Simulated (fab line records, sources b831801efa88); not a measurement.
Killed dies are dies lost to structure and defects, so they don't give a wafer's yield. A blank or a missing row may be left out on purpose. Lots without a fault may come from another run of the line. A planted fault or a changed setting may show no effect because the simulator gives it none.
Which tool did it? | flow sky130 | 14 lots, 42 wafers sampled, at 6 steps of a route of 708

WHAT THE GAUGES READ, wafer by wafer
SKY_GATE_OXIDE_THK_MEAS_02.
lot  | measured     | on            | GATE_OXIDE_OXIDATION_00_THK (nm)
L833 | day 13 12:00 | film_metro-02 | 10.23 10.34 10.11
L834 | day 13 21:19 | film_metro-02 | 10.64 10.52 10.53
L835 | day 13 21:19 | film_metro-01 | 10.67 10.32 10.49
L836 | day 14 06:04 | film_metro-01 | 10.46 10.43 10.52
L837 | day 14 13:06 | film_metro-01 | 10.61 10.40 10.41
L838 | day 14 20:41 | film_metro-04 | 10.06 10.02 10.12
L839 | day 15 03:12 | film_metro-04 | 9.99 9.91 10.23
L840 | day 15 17:11 | film_metro-02 | 10.63 10.49 10.51
L844 | day 17 01:00 | film_metro-01 | 10.14 10.08 10.00
L845 | day 17 06:19 | film_metro-02 | 10.27 10.33 10.35
L846 | day 17 16:55 | film_metro-04 | 10.15 10.11 10.16
L848 | day 18 07:56 | film_metro-02 | 9.88 10.11 10.25
L855 | day 20 17:15 | film_metro-01 | 10.13 10.25 10.09
L856 | day 21 01:27 | film_metro-01 | 10.17 10.35 10.20

SKY_RES_PROTECT_TW_MEAS_08.
lot  | measured     | on            | POLY_GATE_TW
L833 | day 15 21:49 | film_metro-04 | 3999 4005 4001
L834 | day 16 07:28 | film_metro-01 | 4045 4029 4038
L835 | day 16 06:38 | film_metro-01 | 4056 4050 4041
L836 | day 16 16:13 | film_metro-01 | 4041 4069 4040
L837 | day 17 01:35 | film_metro-03 | 4088 4077 4101
L838 | day 17 07:49 | film_metro-03 | 4087 4085 4082
L839 | day 17 14:01 | film_metro-04 | 4050 4054 4048
L840 | day 18 07:16 | film_metro-04 | 4030 4045 4043
L844 | day 19 16:53 | film_metro-01 | 4022 4027 4024
L845 | day 20 01:34 | film_metro-04 | 4020 4041 4024
L846 | day 20 11:24 | film_metro-03 | 4074 4052 4061
L848 | day 21 00:43 | film_metro-04 | 4022 4011 4022
L855 | day 23 11:22 | film_metro-01 | 4059 4077 4068
L856 | day 23 17:56 | film_metro-03 | 4072 4083 4052

SKY_RES_XHIGH_TW_MEAS_09.
lot  | measured     | on            | RES_XHIGH_TW
L833 | day 27 16:28 | film_metro-01 | 1662 1645 1661
L834 | day 28 04:03 | film_metro-02 | 1648 1651 1655
L835 | day 28 06:12 | film_metro-03 | 1654 1645 1641
L836 | day 28 12:37 | film_metro-03 | 1636 1644 1641
L837 | day 28 22:05 | film_metro-01 | 1647 1645 1647
L838 | day 29 04:31 | film_metro-03 | 1647 1651 1655
L839 | day 29 08:42 | film_metro-03 | 1660 1664 1652
L840 | day 29 22:28 | film_metro-02 | 1665 1663 1661
L844 | day 31 07:29 | film_metro-01 | 1649 1651 1655
L845 | day 31 16:25 | film_metro-01 | 30 30 30
L846 | day 32 01:52 | film_metro-01 | 30 30 30
L848 | day 32 13:43 | film_metro-02 | 1664 1664 1667
L855 | day 34 14:14 | film_metro-03 | 1653 1654 1655
L856 | day 35 00:04 | film_metro-02 | 1663 1671 1669

WHICH TOOL RAN EACH LOT (tool, then ch and the chambers of the sampled wafers, then the start)
lot  | SKY_POLY_GATE_ETCH_16              | SKY_SD_P_STRIP_10                    | SKY_RES_XHIGH_STRIP_08
L833 | rie_diel-04 ch 0,2,3, day 17 04:32 | plasma_asher-02 ch 0,1, day 26 09:43 | plasma_asher-04 ch 0,1, day 27 16:11
L834 | rie_diel-02 ch 0,2, day 17 19:22   | plasma_asher-01 ch 0,1, day 26 22:27 | plasma_asher-04 ch 0,1, day 28 03:57
L835 | rie_diel-04 ch 0,3, day 17 19:32   | plasma_asher-04 ch 0,1, day 27 00:52 | plasma_asher-03 ch 0,1, day 28 06:06
L836 | rie_diel-03 ch 1,3, day 18 02:16   | plasma_asher-04 ch 0,1, day 27 07:14 | plasma_asher-04 ch 0,1, day 28 12:32
L837 | rie_diel-02 ch 1,2,3, day 18 09:38 | plasma_asher-04 ch 0, day 27 16:31   | plasma_asher-03 ch 0,1, day 28 21:59
L838 | rie_diel-03 ch 0,2,3, day 18 17:40 | plasma_asher-02 ch 0,1, day 27 23:16 | plasma_asher-03 ch 0,1, day 29 04:25
L839 | rie_diel-04 ch 0,1,3, day 18 23:32 | plasma_asher-01 ch 0,1, day 28 03:28 | plasma_asher-04 ch 0,1, day 29 08:36
L840 | rie_diel-03 ch 1,2,3, day 19 15:53 | plasma_asher-04 ch 0,1, day 28 17:19 | plasma_asher-03 ch 0,1, day 29 22:22
L844 | rie_diel-04 ch 0,2,3, day 21 01:31 | plasma_asher-01 ch 0,1, day 30 02:44 | plasma_asher-01 ch 0,1, day 31 07:23
L845 | rie_diel-02 ch 0,2,3, day 21 10:41 | plasma_asher-01 ch 0,1, day 30 11:48 | plasma_asher-04 ch 0,1, day 31 16:19
L846 | rie_diel-03 ch 2,3, day 21 20:19   | plasma_asher-02 ch 0,1, day 30 21:58 | plasma_asher-04 ch 0,1, day 32 01:45
L848 | rie_diel-03 ch 0,2,3, day 22 10:49 | plasma_asher-04 ch 0,1, day 31 09:13 | plasma_asher-01 ch 0,1, day 32 13:37
L855 | rie_diel-03 ch 0,1,2, day 24 19:41 | plasma_asher-04 ch 0,1, day 33 10:44 | plasma_asher-04 ch 0,1, day 34 14:08
L856 | rie_diel-03 ch 0,1,2, day 25 02:47 | plasma_asher-04 ch 0,1, day 33 18:39 | plasma_asher-01 ch 0,1, day 34 23:58
- SKY_POLY_GATE_ETCH_16: etches Si3N4 in CH3F/O2, stops on poly-Si, time 147.5 s, target depth 75 nm.
- SKY_SD_P_STRIP_10: strips in O2/N2.
- SKY_RES_XHIGH_STRIP_08: strips in O2/N2.

WHAT THE TOOLS THEMSELVES READ (means of the sampled wafers that have a number; where no wafer has one, the mark that the record gives instead)
SKY_POLY_GATE_ETCH_16.
lot  | tool        | chamber_pressure_mTorr (mTorr) | drypump_motor_current_A (A) | oes_product_au (a.u.) | throttle_valve_pct (%)
L833 | rie_diel-04 | 24.994                         | 6.0                         | 0.638                 | 10.536
L834 | rie_diel-02 | 24.993                         | 6.1                         | 0.641                 | 10.541
L835 | rie_diel-04 | 25.009                         | 6.1                         | 0.642                 | 10.538
L836 | rie_diel-03 | 24.990                         | 5.4                         | 0.641                 | 10.541
L837 | rie_diel-02 | 24.976                         | 5.6                         | 0.643                 | 10.541
L838 | rie_diel-03 | 25.002                         | 5.8                         | 0.646                 | 10.536
L839 | rie_diel-04 | 25.013                         | 5.9                         | 0.638                 | 10.531
L840 | rie_diel-03 | 25.020                         | 5.7                         | 0.644                 | 10.524
L844 | rie_diel-04 | 24.977                         | 6.0                         | 0.635                 | 10.530
L845 | rie_diel-02 | 25.046                         | 5.9                         | 0.639                 | 10.534
L846 | rie_diel-03 | 25.003                         | 5.2                         | 0.639                 | 10.537
L848 | rie_diel-03 | 25.013                         | 5.9                         | 0.640                 | 10.541
L855 | rie_diel-03 | 24.983                         | 6.3                         | 0.636                 | 10.540
L856 | rie_diel-03 | 24.981                         | 6.3                         | 0.631                 | 10.539

SKY_SD_P_STRIP_10.
lot  | tool            | chamber_pressure_mTorr (mTorr) | drypump_motor_current_A (A) | o2_flow_sccm (sccm) | oes_product_au (a.u.) | strip_time_to_endpoint_s (s)
L833 | plasma_asher-02 | 1501.3                         | 6.1                         | 3008                | 0.616                 | 17.50
L834 | plasma_asher-01 | 1499.1                         | 5.4                         | 3001                | 0.615                 | 17.44
L835 | plasma_asher-04 | 1500.4                         | 5.6                         | 2987                | 0.615                 | 17.55
L836 | plasma_asher-04 | 1500.4                         | 5.5                         | 2995                | 0.622                 | 17.54
L837 | plasma_asher-04 | 1499.8                         | 5.2                         | 2996                | 0.615                 | 17.50
L838 | plasma_asher-02 | 1500.6                         | 6.1                         | 2994                | 0.616                 | 17.56
L839 | plasma_asher-01 | 1499.9                         | 5.7                         | 3012                | 0.624                 | 17.57
L840 | plasma_asher-04 | 1501.2                         | 5.5                         | 2994                | 0.620                 | 17.56
L844 | plasma_asher-01 | 1498.9                         | 5.4                         | 2999                | 0.617                 | 17.47
L845 | plasma_asher-01 | -                              | -                           | -                   | -                     | -
L846 | plasma_asher-02 | -                              | -                           | -                   | -                     | -
L848 | plasma_asher-04 | 1501.0                         | 5.5                         | 3002                | 0.615                 | 17.48
L855 | plasma_asher-04 | 1500.5                         | 5.6                         | 2997                | 0.621                 | 17.50
L856 | plasma_asher-04 | 1499.0                         | 5.8                         | 3001                | 0.617                 | 17.57

SKY_RES_XHIGH_STRIP_08.
lot  | tool            | chamber_pressure_mTorr (mTorr) | drypump_motor_current_A (A) | o2_flow_sccm (sccm) | oes_product_au (a.u.) | strip_time_to_endpoint_s (s)
L833 | plasma_asher-04 | 1498.9                         | 5.8                         | 2998                | 0.708                 | 14.26
L834 | plasma_asher-04 | 1500.8                         | 5.8                         | 3006                | 0.710                 | 14.26
L835 | plasma_asher-03 | 1499.3                         | 5.3                         | 2997                | 0.709                 | 14.32
L836 | plasma_asher-04 | 1500.0                         | 5.6                         | 3012                | 0.714                 | 14.33
L837 | plasma_asher-03 | 1499.5                         | 5.3                         | 3006                | 0.714                 | 14.20
L838 | plasma_asher-03 | 1500.8                         | 5.3                         | 3002                | 0.710                 | 14.25
L839 | plasma_asher-04 | 1501.2                         | 5.6                         | 2995                | 0.709                 | 14.21
L840 | plasma_asher-03 | 1499.7                         | 5.3                         | 3009                | 0.719                 | 14.21
L844 | plasma_asher-01 | 1500.5                         | 5.7                         | 3000                | 0.711                 | 14.29
L845 | plasma_asher-04 | 1499.4                         | 5.6                         | 2998                | 0.717                 | 31.40
L846 | plasma_asher-04 | 1500.8                         | 5.5                         | 3001                | 0.715                 | 31.35
L848 | plasma_asher-01 | 1500.5                         | 5.7                         | 3001                | 0.710                 | 14.28
L855 | plasma_asher-04 | 1501.1                         | 5.8                         | 3004                | 0.711                 | 14.31
L856 | plasma_asher-01 | 1500.9                         | 5.7                         | 2992                | 0.714                 | 14.32

THE ANSWER, worked out from the rows above alone
Rule: what is usual is taken from the lots themselves. Put in order of their means at a reading, lots are off if they are a third of the lots or fewer, leave a main group of 4 or more, and stand apart from it by a gap of 3 or more times the standard deviation of the main group's means; of several such gaps the widest counts. A main group whose means are all the same, to the digits that the tables above print for the reading, isn't used. A lot without any number at a reading at which 4 lots or more have one is off too. The other lots that the step has rows for count as sound. The gauges are gone through in route order, then the tools' own readings, and for those a lot's mean is taken as printed above. The first step at which some lot is off is used, and at that step the reading that is off furthest; a lot without a number counts as furthest.
Off: L845, L846, at SKY_RES_XHIGH_TW_MEAS_09 (RES_XHIGH_TW). The main group: mean 1654, standard deviation 7.8.
A tool fits if, at a process step before that reading, it ran every lot that is off, and no sound lot after the first of them. The gauges at SKY_RES_XHIGH_TW_MEAS_09 aren't tried: what is off there is off at SKY_SD_P_STRIP_10 too, on other tools, and a gauge's error can't cause that. None of those tried fits.

WHAT THE SIMULATOR HAD PUT IN
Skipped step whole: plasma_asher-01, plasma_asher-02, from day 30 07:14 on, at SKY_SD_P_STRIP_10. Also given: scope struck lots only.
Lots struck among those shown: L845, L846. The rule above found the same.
